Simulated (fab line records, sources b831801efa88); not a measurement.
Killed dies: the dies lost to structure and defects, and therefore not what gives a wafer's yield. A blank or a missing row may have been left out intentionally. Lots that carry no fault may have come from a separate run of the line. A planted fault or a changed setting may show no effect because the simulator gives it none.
fab line records	flow sky130
record: lots: 7	wafers: 21	lastDay: 49
route steps=708 shown VT_ADJUST_PCH@146 SONOS_TUNNEL@154 PAD_OPEN@708
lots untouched by any fault: they come from a run of this same line in which no faults occurred
startH: hours from the record's opening day to when the first of the lot's shown wafers began	waitH: how many hours have passed since the lot's step before this one	" the same as in the row above	L1.1+2: a row that stands for several wafers	- value missing, or start not given	* or withheld: withheld	< > ~ a bound
route shown NAME@n: names a module that has steps shown in the file, with the first one's number in the route	usual: mean and standard deviation over wafers with no fault	same: alike in all rows	chamber/n: place in a boat	sites: per-site readings	_std_site: the values' standard deviation	_edge_site: inner sites' mean taken away from outer sites' mean	radiusMm: how far each site lies from the wafer's centre	mask NAME#n: copy n	behind: the last tool/chamber to shape the wafer	hold: what put the lot on hold/how long, in hours/how the hold closed	device: the transistor (n, p or np) that didn't switch	end of line: the route-end tests of the same wafers	for a step that has no rows: nothing shown but its recipe	killed: not the wafer's yield, but the dies lost to structure and defects at the first sort	map: per-die view of a wafer (x killed, . not killed, _ where there is no die)
set.NAME: the setting the step ran with; set.NAME@STEP: the setting that earlier step ran with	model.NAME: the simulator's own value behind a step, which no gauge read
a table for each step, a row for each wafer; lots at some steps of the route
services: when a tool's chamber went out of use (startH, in hours from the record's first day, below 0 if earlier), for how many hours, and the reason
== steps ==
step: SKY_VT_ADJUST_PCH_SOFTBAKE_03
recipe: tempC: 110	timeS: withheld
step: SKY_VT_ADJUST_PCH_EXPOSE_04
recipe: maskId: NWM	na: 0.6	sourceShape: conventional	sigmaOuter: 0.6	polarization: unpolarized	targetCdNm: 840	doseMj: 255
step: SKY_VT_ADJUST_PCH_PEB_05
recipe: tempC: 115	timeS: withheld
step: SKY_VT_ADJUST_PCH_DEVELOP_06
recipe: wallAngleDeg: 90	developer: TMAH	developTimeS: 60	devTempC: 23
step: SKY_VT_ADJUST_PCH_OVL_MEAS_07
usual: VT_ADJUST_PCH_OVL: 0.4/1.4
lot.wafer	tool	chamber	startH	waitH	VT_ADJUST_PCH_OVL[nm]
L693.2	overlay-01	-	241.54	-	-1.9
L693.3	"	-	"	"	-1.7
L693.5	"	-	"	"	-0.6
L696.1	overlay-02	-	260.43	-	-1.7
L696.2	"	-	"	"	-3.0
L696.6	"	-	"	"	-1.7
L702.4	overlay-01	-	299.55	-	1.4
L702.5	"	-	"	"	1.7
L702.6	"	-	"	"	-0.9
L703.2	overlay-01	-	308.09	-	3.2
L703.4	"	-	"	"	1.6
L703.5	"	-	"	"	1.2
L707.1	overlay-01	-	348.53	-	-0.2
L707.3	"	-	"	"	1.3
L707.6	"	-	"	"	0.7
L708.1	overlay-01	-	352.58	-	0.8
L708.2	"	-	"	"	1.6
L708.6	"	-	"	"	0.9
L710.1	overlay-01	-	364.03	-	1.7
L710.2	"	-	"	"	1.0
L710.4	"	-	"	"	1.8
step: SKY_VT_ADJUST_PCH_IMPLANT_08
recipe: species: B	energyKev: 10	doseCm2: 5.037e+11	tiltDeg: withheld
step: SKY_VT_ADJUST_PCH_STRIP_09
recipe: chemistry: O2/N2	powerW: 1400	pressureMtorr: 1500	platenTempC: withheld	o2FlowSccm: 3000	n2FlowSccm: 300	overashFraction: 0.5
usual: drypumpMotorCurrentA: 5.9/0.5	o2FlowSccm: 2999/7.9	oesProductAu: 0.723/0.0046	stripTimeToEndpointS: 36.95/0.1
lot.wafer	tool	chamber	startH	waitH	drypumpMotorCurrentA	o2FlowSccm	oesProductAu	rfHoursCounterH	stripTimeToEndpointS
L693.2	plasmaAsher-02	0	241.72	0.1	6.0	2989	0.726	53	36.82
L693.3	"	0	"	"	6.0	2992	0.725	-	36.89
L693.5	"	0	"	"	6.0	3005	0.720	-	36.89
L696.1	plasmaAsher-04	0	260.62	0.1	5.1	2996	0.728	46	37.09
L696.2	"	1	"	"	6.3	3010	0.728	46	36.95
L696.6	"	1	"	"	6.3	2995	0.724	-	37.04
L702.4	plasmaAsher-04	1	299.75	0.1	6.4	2988	0.726	-	37.03
L702.5	"	0	"	"	5.1	2991	0.730	-	36.93
L702.6	"	1	"	"	6.4	2990	0.727	-	36.96
L703.2	plasmaAsher-02	0	308.27	0.1	6.1	3006	0.729	59	37.10
L703.4	"	0	"	"	6.1	3002	0.719	-	37.15
L703.5	"	0	"	"	6.1	3010	0.720	-	37.01
L707.1	plasmaAsher-01	1	348.72	0.1	6.1	2987	0.717	65	37.01
L707.3	"	0	"	"	5.4	3012	0.731	-	36.86
L707.6	"	1	"	"	6.1	3011	0.718	-	36.87
L708.1	plasmaAsher-02	0	352.77	0.1	6.0	2986	0.720	63	37.03
L708.2	"	1	"	"	6.5	2999	0.724	63	37.12
L708.6	"	0	"	"	6.0	2994	0.722	-	36.92
L710.1	plasmaAsher-02	1	364.22	0.1	6.5	2998	0.721	64	36.91
L710.2	"	0	"	"	6.0	3000	0.724	64	36.95
L710.4	"	1	"	"	6.5	2988	0.716	-	36.88
step: SKY_VT_ADJUST_PCH_TW_MEAS_10
usual: VT_ADJUST_PCH_TW: 142.9/1.3
lot.wafer	tool	chamber	startH	waitH	VT_ADJUST_PCH_TW
L693.2	filmMetro-03	-	241.83	0.1	144.0
L693.3	"	-	"	"	143.0
L693.5	"	-	"	"	143.1
L696.1	filmMetro-03	-	260.72	0.1	143.8
L696.2	"	-	"	"	144.0
L696.6	"	-	"	"	143.8
L702.4	filmMetro-03	-	299.85	0.1	143.9
L702.5	"	-	"	"	143.4
L702.6	"	-	"	"	143.8
L703.2	filmMetro-02	-	308.38	0.1	144.4
L703.4	"	-	"	"	143.9
L703.5	"	-	"	"	143.9
L707.1	filmMetro-01	-	348.82	0.1	142.2
L707.3	"	-	"	"	141.8
L707.6	"	-	"	"	141.4
L708.1	filmMetro-03	-	352.87	0.1	143.2
L708.2	"	-	"	"	143.4
L708.6	"	-	"	"	143.7
L710.1	filmMetro-03	-	364.32	0.1	142.7
L710.2	"	-	"	"	142.3
L710.4	"	-	"	"	142.6
step: SKY_SONOS_TUNNEL_DEHYDRATE_00
recipe: tempC: 200	timeS: 60
step: SKY_SONOS_TUNNEL_HMDS_01
recipe: primeTimeS: 60	primeTempC: 120
step: SKY_SONOS_TUNNEL_COAT_02
recipe: resist: NOVOLAK	spinRpm: 3000	resistThkNm: 1140
step: SKY_SONOS_TUNNEL_SOFTBAKE_03
recipe: tempC: 90	timeS: 60	resist: NOVOLAK
step: SKY_SONOS_TUNNEL_EXPOSE_04
recipe: maskId: TUNM	na: 0.6	sourceShape: conventional	sigmaOuter: 0.6	polarization: unpolarized	targetCdNm: 410	doseMj: 136
usual: exposureDoseMJCm2: 136.01/0.14
lot.wafer	tool	chamber	startH	waitH	mask	exposureDoseMJCm2
L693.2	ilineStepper-02	0	253.58	-	TUNM#0	135.96
L693.3	"	0	"	"	TUNM#0	135.99
L693.5	"	0	"	"	TUNM#0	135.89
L696.1	ilineStepper-01	0	273.79	-	TUNM#0	136.17
L696.2	"	0	"	"	TUNM#0	136.14
L696.6	"	0	"	"	TUNM#0	135.93
L702.4	ilineStepper-02	0	312.36	-	TUNM#0	121.26
L702.5	"	0	"	"	TUNM#0	121.24
L702.6	"	0	"	"	TUNM#0	121.43
L703.2	ilineStepper-02	0	320.83	-	TUNM#0	121.48
L703.4	"	0	"	"	TUNM#0	121.47
L703.5	"	0	"	"	TUNM#0	121.32
L707.1	ilineStepper-02	0	363.12	-	TUNM#0	126.90
L707.3	"	0	"	"	TUNM#0	126.70
L707.6	"	0	"	"	TUNM#0	126.80
L708.1	ilineStepper-01	0	367.17	-	TUNM#0	136.07
L708.2	"	0	"	"	TUNM#0	136.06
L708.6	"	0	"	"	TUNM#0	136.24
L710.1	ilineStepper-01	0	378.49	-	TUNM#0	135.99
L710.2	"	0	"	"	TUNM#0	136.19
L710.4	"	0	"	"	TUNM#0	136.07
step: SKY_SONOS_TUNNEL_PEB_05
recipe: tempC: withheld	timeS: *	resist: NOVOLAK
step: SKY_SONOS_TUNNEL_DEVELOP_06
recipe: resist: NOVOLAK	developer: TMAH	developTimeS: 60	devTempC: 23
step: SKY_SONOS_TUNNEL_CD_MEAS_07
recipe: targetCdNm: 410
usual: cdNm: 409.5/2.1
lot.wafer	tool	chamber	startH	waitH	cdNm
L693.2	cdSem-01	-	266.40	0.1	409.1
L693.3	"	-	"	"	409.6
L693.5	"	-	"	"	407.4
L696.1	cdSem-01	-	287.40	0.1	409.2
L696.2	"	-	"	"	409.5
L696.6	"	-	"	"	412.4
L702.4	cdSem-01	-	324.81	0.1	379.4
L702.5	"	-	"	"	380.0
L702.6	"	-	"	"	377.3
L703.2	cdSem-01	-	333.95	0.1	373.2
L703.4	"	-	"	"	373.2
L703.5	"	-	"	"	372.2
L707.1	cdSem-02	-	376.73	0.1	387.7
L707.3	"	-	"	"	387.2
L707.6	"	-	"	"	386.5
L708.1	cdSem-01	-	380.96	0.1	408.3
L708.2	"	-	"	"	409.0
L708.6	"	-	"	"	407.6
L710.1	cdSem-02	-	393.15	0.1	407.0
L710.2	"	-	"	"	407.8
L710.4	"	-	"	"	408.6
step: SKY_SONOS_TUNNEL_OVL_MEAS_08
usual: SONOS_TUNNEL_OVL: 0.9/1.3
lot.wafer	tool	chamber	startH	waitH	SONOS_TUNNEL_OVL[nm]
L693.2	overlay-01	-	266.51	0.1	1.7
L693.3	"	-	"	"	0.3
L693.5	"	-	"	"	-0.5
L696.1	overlay-01	-	287.52	0.1	2.5
L696.2	"	-	"	"	2.2
L696.6	"	-	"	"	1.7
L702.4	overlay-02	-	324.89	0.1	-0.3
L702.5	"	-	"	"	-0.2
L702.6	"	-	"	"	0.3
L703.2	overlay-01	-	334.06	0.1	2.8
L703.4	"	-	"	"	2.2
L703.5	"	-	"	"	1.5
L707.1	overlay-01	-	376.85	0.1	0.6
L707.3	"	-	"	"	2.8
L707.6	"	-	"	"	1.1
L708.1	overlay-01	-	381.08	0.1	2.2
L708.2	"	-	"	"	2.3
L708.6	"	-	"	"	0.8
L710.1	overlay-01	-	393.27	0.1	1.1
L710.2	"	-	"	"	0.9
L710.4	"	-	"	"	0.2
step: SKY_PAD_OPEN_PROBE_99
usual: killed_at_M0_to_M3: 44/6.3	killed_at_M4_up: 3.1/1.8	killedAtContacts: 25/5.1	killedAtFrontEnd: 15/4.1	killedAtOther: 0.3/0.71	killedDies: 87/8.8	killedOnRim: 17/3.7	killedOpen: 47/6.8	killedShort: 40/6.7
same: grossDies: 492	killedAtBackSide: 0
lot.wafer	tool	chamber	startH	waitH	killed_at_M0_to_M3	killed_at_M4_up	killedAtContacts	killedAtFrontEnd	killedAtOther	killedDies	killedOnRim	killedOpen	killedShort
L693.2	prober-02	-	1088.17	0.1	46	2	26	18	0	92	16	50	42
L693.3	prober-02	-	1088.22	0.2	36	6	22	16	1	81	14	43	38
L693.5	prober-02	-	1088.32	0.2	47	4	21	10	2	84	18	35	49
L696.1	prober-01	-	1105.08	0.1	45	4	26	9	1	85	22	47	38
L696.2	prober-01	-	1105.13	0.1	36	3	24	19	0	82	11	42	40
L696.6	prober-01	-	1105.33	0.2	36	2	31	10	0	79	12	50	29
L702.4	prober-02	-	1133.50	0.2	50	2	14	16	0	82	13	42	40
L702.5	prober-02	-	1133.55	0.2	49	6	21	23	0	99	20	36	63
L702.6	prober-02	-	1133.60	0.2	43	3	30	8	0	84	16	50	34
L703.2	prober-02	-	1139.81	0.1	56	2	30	23	0	111	25	59	52
L703.4	prober-02	-	1139.91	0.2	48	2	23	20	3	96	25	58	35
L703.5	prober-02	-	1139.96	0.2	43	2	24	9	1	79	21	41	37
L707.1	prober-02	-	1166.48	0.1	55	3	19	13	0	90	16	43	47
L707.3	prober-02	-	1166.58	0.2	38	3	22	7	0	70	9	32	38
L707.6	prober-02	-	1166.73	0.2	35	2	24	20	10	91	16	51	30
L708.1	prober-01	-	1170.08	0.1	41	3	30	12	0	86	15	46	40
L708.2	prober-01	-	1170.13	0.1	48	2	29	15	0	94	19	46	48
L708.6	prober-01	-	1170.33	0.2	39	2	29	11	2	83	12	43	38
L710.1	prober-01	-	1179.13	0.1	37	5	19	19	0	80	18	46	34
L710.2	prober-01	-	1179.18	0.1	50	2	30	16	0	98	24	51	47
L710.4	prober-01	-	1179.28	0.2	44	3	24	16	0	87	12	48	39
killed by level:class
L693.2 VIA1:geometricParticle:open=12 LI_CONTACT:geometricParticle:open=8 VIA3:geometricParticle:open=7 FIELD_ISO:geometricParticle:short=6 CONTACT:geometricParticle:open=6 VIA1:geometricParticle:short=6 FIELD_ISO:geometricParticle:open=5 LOCAL_INTERCONNECT:geometricParticle:short=5
L693.3 VIA1:geometricParticle:open=10 CONTACT:geometricParticle:short=6 CONTACT:geometricParticle:open=6 METAL4:geometricParticle:short=6 POLY_GATE:geometricParticle:short=5 VIA2:geometricParticle:open=5 VIA3:geometricParticle:open=5 LI_CONTACT:geometricParticle:open=4
L693.5 VIA1:geometricParticle:short=13 VIA1:geometricParticle:open=8 LI_CONTACT:geometricParticle:open=6 VIA2:geometricParticle:open=6 VIA3:geometricParticle:open=5 METAL2:geometricParticle:short=5 CONTACT:geometricParticle:short=5 CONTACT:geometricParticle:open=5
L696.1 LI_CONTACT:geometricParticle:open=10 CONTACT:geometricParticle:open=8 METAL1:geometricParticle:short=7 METAL2:geometricParticle:short=6 VIA1:geometricParticle:open=6 VIA2:geometricParticle:open=6 VIA3:geometricParticle:open=6 CONTACT:geometricParticle:short=4
L696.2 VIA1:geometricParticle:open=13 POLY_GATE:geometricParticle:short=7 CONTACT:geometricParticle:open=7 LI_CONTACT:geometricParticle:open=6 METAL2:geometricParticle:short=5 CONTACT:geometricParticle:short=5 VIA1:geometricParticle:short=5 VIA2:geometricParticle:open=5
L696.6 LI_CONTACT:geometricParticle:open=11 VIA3:geometricParticle:open=10 CONTACT:geometricParticle:open=9 VIA2:geometricParticle:open=6 METAL2:geometricParticle:short=6 LOCAL_INTERCONNECT:geometricParticle:short=4 FIELD_ISO:geometricParticle:open=3 FIELD_ISO:geometricParticle:short=3
L702.4 VIA1:geometricParticle:open=10 VIA1:geometricParticle:short=8 VIA3:geometricParticle:open=8 METAL2:geometricParticle:short=7 CONTACT:geometricParticle:open=7 FIELD_ISO:geometricParticle:open=5 CONTACT:geometricParticle:short=4 METAL1:geometricParticle:short=4
L702.5 FIELD_ISO:geometricParticle:short=13 METAL2:geometricParticle:short=10 VIA3:geometricParticle:short=8 VIA3:geometricParticle:open=7 METAL4:geometricParticle:short=6 CONTACT:geometricParticle:open=6 VIA1:geometricParticle:open=6 VIA1:geometricParticle:short=5
L702.6 CONTACT:geometricParticle:open=10 VIA1:geometricParticle:open=10 LI_CONTACT:geometricParticle:open=8 VIA3:geometricParticle:open=8 VIA2:geometricParticle:open=6 VIA3:geometricParticle:short=6 LI_CONTACT:geometricParticle:short=4 CONTACT:geometricParticle:short=4
L703.2 VIA1:geometricParticle:open=14 FIELD_ISO:geometricParticle:short=8 CONTACT:geometricParticle:short=8 CONTACT:geometricParticle:open=8 VIA2:geometricParticle:open=8 VIA1:geometricParticle:short=8 LI_CONTACT:geometricParticle:open=7 VIA3:geometricParticle:open=7
L703.4 VIA1:geometricParticle:open=14 LOCAL_INTERCONNECT:geometricParticle:short=9 CONTACT:geometricParticle:open=9 VIA3:geometricParticle:open=9 VIA2:geometricParticle:open=6 FIELD_ISO:geometricParticle:open=5 POLY_GATE:geometricParticle:short=5 LI_CONTACT:geometricParticle:open=4
L703.5 METAL2:geometricParticle:short=9 VIA1:geometricParticle:open=7 METAL1:geometricParticle:short=6 LI_CONTACT:geometricParticle:open=6 CONTACT:geometricParticle:open=6 CONTACT:geometricParticle:short=5 VIA3:geometricParticle:open=5 POLY_GATE:geometricParticle:open=3
L707.1 VIA1:geometricParticle:open=12 METAL2:geometricParticle:short=10 CONTACT:geometricParticle:short=9 VIA3:geometricParticle:open=6 VIA2:geometricParticle:open=6 VIA1:geometricParticle:short=5 FIELD_ISO:geometricParticle:open=4 FIELD_ISO:geometricParticle:short=4
L707.3 METAL2:geometricParticle:short=9 VIA1:geometricParticle:open=8 VIA3:geometricParticle:open=6 CONTACT:geometricParticle:short=6 LI_CONTACT:geometricParticle:open=5 CONTACT:geometricParticle:open=5 METAL1:geometricParticle:short=5 LOCAL_INTERCONNECT:geometricParticle:short=4
L707.6 CONTACT:geometricParticle:open=10 PAD_OPEN:areaEtch=10 VIA1:geometricParticle:open=8 POLY_GATE:geometricParticle:open=7 LI_CONTACT:geometricParticle:open=7 METAL2:geometricParticle:short=6 LOCAL_INTERCONNECT:geometricParticle:short=5 FIELD_ISO:geometricParticle:open=4
L708.1 CONTACT:geometricParticle:open=11 VIA2:geometricParticle:open=9 LI_CONTACT:geometricParticle:open=7 CONTACT:geometricParticle:short=6 METAL1:geometricParticle:short=6 VIA3:geometricParticle:short=5 VIA1:geometricParticle:open=5 METAL2:geometricParticle:short=5
L708.2 CONTACT:geometricParticle:open=9 VIA3:geometricParticle:open=9 LI_CONTACT:geometricParticle:open=8 METAL1:geometricParticle:short=8 LOCAL_INTERCONNECT:geometricParticle:short=7 VIA2:geometricParticle:open=6 VIA1:geometricParticle:short=6 METAL2:geometricParticle:short=6
L708.6 VIA3:geometricParticle:open=9 LI_CONTACT:geometricParticle:open=8 VIA2:geometricParticle:open=8 CONTACT:geometricParticle:open=8 METAL1:geometricParticle:short=8 CONTACT:geometricParticle:short=6 VIA1:geometricParticle:short=6 POLY_GATE:geometricParticle:short=5
L710.1 VIA1:geometricParticle:open=12 CONTACT:geometricParticle:open=8 VIA1:geometricParticle:short=8 FIELD_ISO:geometricParticle:short=5 FIELD_ISO:geometricParticle:open=5 VIA3:geometricParticle:open=5 VIA2:geometricParticle:open=5 POLY_GATE:geometricParticle:open=4
L710.2 VIA1:geometricParticle:open=12 METAL1:geometricParticle:short=9 CONTACT:geometricParticle:open=8 FIELD_ISO:geometricParticle:open=7 VIA3:geometricParticle:open=7 CONTACT:geometricParticle:short=6 LI_CONTACT:geometricParticle:open=6 FIELD_ISO:geometricParticle:short=5
L710.4 VIA1:geometricParticle:open=9 LI_CONTACT:geometricParticle:open=8 CONTACT:geometricParticle:open=8 FIELD_ISO:geometricParticle:open=6 VIA2:geometricParticle:open=6 POLY_GATE:geometricParticle:short=5 METAL1:geometricParticle:short=5 VIA3:geometricParticle:open=5
== services ==
tool	chamber	startH	hours	kind
ilineStepper-02	-	218.89	1.6	repair
ilineStepper-02	-	242.86	4.4	pm
plasmaAsher-02	-	282.99	2.3	repair
ilineStepper-01	-	286.83	1.7	pm
ilineStepper-02	-	288.50	3.5	repair
ilineStepper-02	-	297.61	1.7	pm
plasmaAsher-02	-	337.53	2.8	pm
plasmaAsher-02	-	377.05	8.5	repair
== key ==
firstSign: step: SKY_SONOS_TUNNEL_EXPOSE_04	reading: exposureDoseMJCm2	direction: down	sigmas: 95	usual: *	struck: *
effect: step: SKY_SONOS_TUNNEL_CD_MEAS_07	reading: cdNm	direction: down	sigmas: 14	usual: 409.5	struck: 379.6	through: controlLoop
metAt SKY_SONOS_TUNNEL_EXPOSE_04
struckWafers L702.4,L702.5,L702.6,L703.2,L703.4,L703.5,L707.1,L707.3,L707.6
testerLeftOut L702,L703,L707
loopTrim: step: SKY_SONOS_TUNNEL_EXPOSE_04	setting: dose	lots: L707
baselineLoss: step: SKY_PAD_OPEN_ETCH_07	wafers: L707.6
onsetBetween 253.58 312.36
fault: kind: processParameterDrift	tool: ilineStepper-02	chamber: -	onsetH: 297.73	steps: SKY_SONOS_TUNNEL_EXPOSE_04	channel: doseMj	offset: -14.538	shape: step	actsIn: theseRecipesOnly	stated: 136
testerLeftOut: of these lots the tester's yield and bins aren't shown, on N5 and GAA mostly nor the transistor test; their killed dies are dies lost to structure and defects alone, not to doping, threshold or leakage, so they don't give the yield
loopTrim: a control loop set the setting to another value than it would have without faults
baselineLoss: these wafers lose ten dies or more at that step, a loss of the line's own and not of a fault; the sort's usual values leave them out
